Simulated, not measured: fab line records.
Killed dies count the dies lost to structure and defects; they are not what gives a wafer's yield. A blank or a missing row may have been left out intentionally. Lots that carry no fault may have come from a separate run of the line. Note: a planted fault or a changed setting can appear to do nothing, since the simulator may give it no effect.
Split-lot experiment | flow sky130 | on a route of 708 steps: 5 lots, 23 wafers read

## THE SPLIT
At SKY_POLY_GATE_ETCH_17 (etches poly-Si in HBr/Cl2, stops on SiO2, target depth 180 nm, time 70.5 s), the setting time s was moved away from the recipe's 70.5 s on 4 of the 23 wafers read, by -14.4% to +5.7%. This setting was run at the recipe's value on the other wafers.

The split's own step is where the reading is taken.

## THE READING
POLY_GATE.feature depth nm (the simulator's own value, which no gauge read), in nm, at SKY_POLY_GATE_ETCH_17 (etches poly-Si in HBr/Cl2, stops on SiO2, target depth 180 nm, time 70.5 s). The file gives no usual value for it. Across the 19 wafers here that went through the recipe, the average is 177.9 nm and the standard deviation 1 nm.

wafer  | tool, chamber at the split | time s as run, s | against the recipe | POLY_GATE.feature depth nm, nm | against lot-mates on the recipe
L074.1 | rie si-02, 0               | 70.5             | recipe             | 178.5                          | -
L074.3 | rie si-02, 2               | 70.5             | recipe             | 178.3                          | -
L074.4 | rie si-02, 1               | 70.5             | recipe             | 177.6                          | -
L074.5 | rie si-02, 3               | 70.5             | recipe             | 179                            | -
L074.6 | rie si-02, 0               | 70.5             | recipe             | 178.9                          | -
L079.4 | rie si-02, 3               | 70.5             | recipe             | 178.7                          | -
L079.5 | rie si-02, 2               | 70.5             | recipe             | 177.6                          | -
L079.6 | rie si-02, 3               | 70.5             | recipe             | 177.9                          | -
L082.1 | rie si-02, 0               | 70.5             | recipe             | 179.3                          | -
L082.2 | rie si-02, 2               | 74.52            | +5.7%              | 178.6                          | +0.0
L082.4 | rie si-02, 1               | 74.52            | +5.7%              | 178.8                          | +0.2
L082.5 | rie si-02, 2               | 70.5             | recipe             | 177                            | -
L082.6 | rie si-02, 1               | 70.5             | recipe             | 179.5                          | -
L083.1 | rie si-02, 0               | 70.5             | recipe             | 175.7                          | -
L083.2 | rie si-02, 1               | 60.35            | -14.4%             | 153.6                          | -23.3
L083.3 | rie si-02, 2               | 70.5             | recipe             | 177.9                          | -
L083.4 | rie si-02, 3               | 60.35            | -14.4%             | 154.5                          | -22.4
L083.5 | rie si-02, 1               | 70.5             | recipe             | 177                            | -
L084.1 | rie si-01, 1               | 70.5             | recipe             | 178.3                          | -
L084.2 | rie si-01, 0               | 70.5             | recipe             | 175.9                          | -
L084.3 | rie si-01, 2               | 70.5             | recipe             | 177.1                          | -
L084.5 | rie si-01, 0               | 70.5             | recipe             | 178                            | -
L084.6 | rie si-01, 2               | 70.5             | recipe             | 178.8                          | -

THE FIT
A straight line over all 23 wafers: POLY_GATE.feature depth nm changes by +1.42 nm for each +1% of time s; r = +0.94; the points scatter about the line by 2.5 nm.
The same after taking each lot's own level away (the mean of its wafers on the recipe; 23 wafers): +1.34 nm for each +1%; r = +0.93; scatter 2.5 nm.
The reading moves by 19 nm for the largest change in time s, on that fit.
Measured against the standard deviation above, the lots' own levels, which go from 176.87 to 178.60 nm, span 1.7 times it.
Consequently the slope shifts little with the lot-to-lot level, the two slopes agreeing.
Check: -17.8 nm against its lot-mates is what the line predicts for one of the wafers moved furthest among these (-14.4%) when that wafer is left out of the fit. Against them it came out at -23.3 nm.

## THE OTHER SPLITS THESE WAFERS WENT THROUGH
Before the reading, these wafers also passed through other splits. Each is held against what the fit with the lots' levels taken away leaves over:
other split on the same wafers  | wafers away from the commonest value | r with POLY_GATE.feature depth nm (lot level and that fit taken away)
SKY_POLY_GATE_EXPOSE_10 dose mj | 9                                    | -0.24

## FILE'S OWN FIT
POLY_GATE.feature depth nm changes by +1.37 nm for each +1% of time s, r = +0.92.
